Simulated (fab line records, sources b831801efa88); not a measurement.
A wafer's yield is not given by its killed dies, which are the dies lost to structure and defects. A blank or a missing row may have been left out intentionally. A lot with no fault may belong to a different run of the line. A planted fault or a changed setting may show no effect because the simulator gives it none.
Matching of chambers || flow sky130 || SKY_VIA3_ETCH_15 on rie-diel-03 has 4 sister chambers
The step etches SiO2 in C4F8/O2/Ar, stops on TiN, target depth 507 nm, time 78 s. 8 wafers are shown with their chamber, then 11 later ones without.

EACH WAFER AND ITS CHAMBER
{"wafer": "L083.1", "chamber": 1, "rf-fwd-power-W (W)": 1487, "oes-product-au (a.u.)": 0.953}
{"wafer": "L083.6", "chamber": 0, "rf-fwd-power-W (W)": 1494, "oes-product-au (a.u.)": 0.948}
{"wafer": "L084.5", "chamber": 3, "rf-fwd-power-W (W)": 1492, "oes-product-au (a.u.)": 0.938}
{"wafer": "L084.6", "chamber": 2, "rf-fwd-power-W (W)": 1486, "oes-product-au (a.u.)": 0.944}
{"wafer": "L089.1", "chamber": 1, "rf-fwd-power-W (W)": 1480, "oes-product-au (a.u.)": 0.950}
{"wafer": "L089.4", "chamber": 3, "rf-fwd-power-W (W)": 1490, "oes-product-au (a.u.)": 0.940}
{"wafer": "L089.5", "chamber": 2, "rf-fwd-power-W (W)": 1492, "oes-product-au (a.u.)": 0.949}
{"wafer": "L093.1", "chamber": 0, "rf-fwd-power-W (W)": 1489, "oes-product-au (a.u.)": 0.945}

WAFERS WHOSE CHAMBER IS MISSING
{"wafer": "L093.2", "rf-fwd-power-W (W)": 1486, "oes-product-au (a.u.)": 0.939}
{"wafer": "L093.6", "rf-fwd-power-W (W)": 1488, "oes-product-au (a.u.)": 0.946}
{"wafer": "L095.1", "rf-fwd-power-W (W)": 1491, "oes-product-au (a.u.)": 0.943}
{"wafer": "L095.2", "rf-fwd-power-W (W)": 1489, "oes-product-au (a.u.)": 0.952}
{"wafer": "L095.5", "rf-fwd-power-W (W)": 1492, "oes-product-au (a.u.)": 0.948}
{"wafer": "L091.4", "rf-fwd-power-W (W)": 1492, "oes-product-au (a.u.)": 0.946}
{"wafer": "L091.5", "rf-fwd-power-W (W)": 1492, "oes-product-au (a.u.)": 0.941}
{"wafer": "L091.6", "rf-fwd-power-W (W)": 1483, "oes-product-au (a.u.)": 0.936}
{"wafer": "L094.2", "rf-fwd-power-W (W)": 1471, "oes-product-au (a.u.)": 0.952}
{"wafer": "L094.3", "rf-fwd-power-W (W)": 1486, "oes-product-au (a.u.)": 0.947}
{"wafer": "L094.5", "rf-fwd-power-W (W)": 1489, "oes-product-au (a.u.)": 0.950}

WHICH CHAMBER EACH WENT THROUGH
{"wafer": "L093.2", "from the rows above": "can't be placed: 3 or 2", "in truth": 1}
{"wafer": "L093.6", "from the rows above": "can't be placed: 2 or 0", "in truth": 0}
{"wafer": "L095.1", "from the rows above": "can't be placed: 0 or 2 or 3", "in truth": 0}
{"wafer": "L095.2", "from the rows above": "can't be placed: 1 or 2 or 0", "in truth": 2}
{"wafer": "L095.5", "from the rows above": "can't be placed: 0 or 2", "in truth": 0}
{"wafer": "L091.4", "from the rows above": "can't be placed: 0 or 2", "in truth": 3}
{"wafer": "L091.5", "from the rows above": "can't be placed: 3 or 0 or 2", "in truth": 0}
{"wafer": "L091.6", "from the rows above": 3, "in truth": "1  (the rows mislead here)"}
{"wafer": "L094.2", "from the rows above": "can't be placed: 1 or 2", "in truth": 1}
{"wafer": "L094.3", "from the rows above": "can't be placed: 2 or 0 or 1", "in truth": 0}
{"wafer": "L094.5", "from the rows above": "can't be placed: 2 or 1 or 0", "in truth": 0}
Placed correctly: 0 of 11. Cannot be placed on the basis of these rows: 10; the candidates contain the true chamber in 8. Number placed wrongly: 1.
How it was worked out, from the rows above alone: a wafer's distance from a chamber is the root of the sum, over the readings, of the square of ((its reading less the chamber's mean) divided by the reading's scatter). If the next closest chamber is less than 2 further off than the closest, the wafer can't be placed; otherwise it belongs to the closest. The mean given for a chamber averages the wafers shown for that chamber. The scatter: take each reading less its chamber's mean, square it, sum over the shown wafers, divide by the number of wafers less the number of chambers, and take the root.
